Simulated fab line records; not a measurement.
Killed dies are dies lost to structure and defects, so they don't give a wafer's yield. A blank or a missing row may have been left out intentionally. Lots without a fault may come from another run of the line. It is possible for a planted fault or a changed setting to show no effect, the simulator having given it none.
A lot that was struck, set against a sound lot -- flow gf180mcu -- 15 steps out of a route of 602
Sound: these wafers, L339.2, L339.3, L339.4. Wafers L336.4, L336.5, L336.6 were the ones struck. Last of all comes the cause.
For every step that has rows: the tool of each side, followed by ch and its chambers, followed by its first start. Under that, the readings that differ: sound wafers -- struck wafers -- difference of the means -- sigmas: that difference in standard deviations of wafers without a fault.
alike: readings with means less than 2 such deviations apart, plus words and numbers identical on both sides. not compared: withheld readings, readings lacking a value on some wafer, bounds such as >300 that could conceal the same value, and numbers that have no deviation in the record and whose values overlap.
The two part at a step that has a row with sigmas, a row that says differs or no value, or rows on one side only. Numbers that have no deviation but don't overlap get no sigmas and don't part them. A reading missing from all wafers of one side parts the sides only when that side holds two or more wafers.

first, 1 step without rows for these wafers: GF_VT_IMPLANT_IMPLANT_30.
GF_VT_IMPLANT_STRIP_31: strips in O2/N2.
  sound on plasma-asher-04 ch 0,1, day 11 10:04; struck on plasma-asher-04 ch 0,1, day 10 14:39
  alike: chamber-pressure-mTorr, drypump-motor-current-A, heater-power-w, oes-product-au, strip-time-to-endpoint-s
  not compared: rf-hours-counter-h
GF_VT_IMPLANT_TW_MEAS_32:
  sound on film-metro-03, day 11 10:11; struck on film-metro-02, day 10 14:45
  alike: VT_IMPLANT_3_TW
then, 7 steps without rows for these wafers: GF_VT_IMPLANT_DEHYDRATE_33 (time 60 s); GF_VT_IMPLANT_HMDS_34 (prime time 60 s); GF_VT_IMPLANT_COAT_35 (resist thk 1000 nm); GF_VT_IMPLANT_SOFTBAKE_36 (time 60 s); GF_VT_IMPLANT_EXPOSE_37 (exposes mask Nwell HV AREA, target cd 860 nm); GF_VT_IMPLANT_PEB_38; GF_VT_IMPLANT_DEVELOP_39 (develop time 60 s).
GF_VT_IMPLANT_OVL_MEAS_40:
  sound on overlay-02, day 12 04:55; struck on overlay-01, day 11 09:00
  alike: VT_IMPLANT_03_OVL
then, 1 step without rows for these wafers: GF_VT_IMPLANT_IMPLANT_41.
GF_VT_IMPLANT_STRIP_42: strips in O2/N2.
  sound on plasma-asher-01 ch 0,1, day 12 05:06; struck on plasma-asher-03 ch 0,1, day 11 09:12
  no value came back on the struck wafers for any of 5 readings (chamber-pressure-mTorr (mTorr), drypump-motor-current-A (A) and others); on the sound wafers chamber-pressure-mTorr (mTorr) reads 1501.4 1500.8 1498.4
reading,sound,struck,difference,sigmas
model.NOVOLAK_of_VT_IMPLANT_COAT_35.thk-nm (nm),0 0 0,999.6 998.7 1001,+999.8,
  not compared: rf-hours-counter-h
GF_VT_IMPLANT_TW_MEAS_43:
  sound on film-metro-03, day 12 05:13; struck on film-metro-02, day 11 09:18
  alike: VT_IMPLANT_4_TW
-- here the record skips 22 days between the struck wafers' starts before and after, leaving off in module VT_IMPLANT and picking up in module PASSIVATION (first step shown: number 602 of the route) --
GF_PASSIVATION_PROBE_99:
  only the struck wafers here have rows in the record (prober-02, day 33 06:10); the sound ones have none

## WHERE THEY PART
At GF_VT_IMPLANT_STRIP_42 first; at GF_PASSIVATION_PROBE_99 last (within this record only).

WHY: what the simulator had put in
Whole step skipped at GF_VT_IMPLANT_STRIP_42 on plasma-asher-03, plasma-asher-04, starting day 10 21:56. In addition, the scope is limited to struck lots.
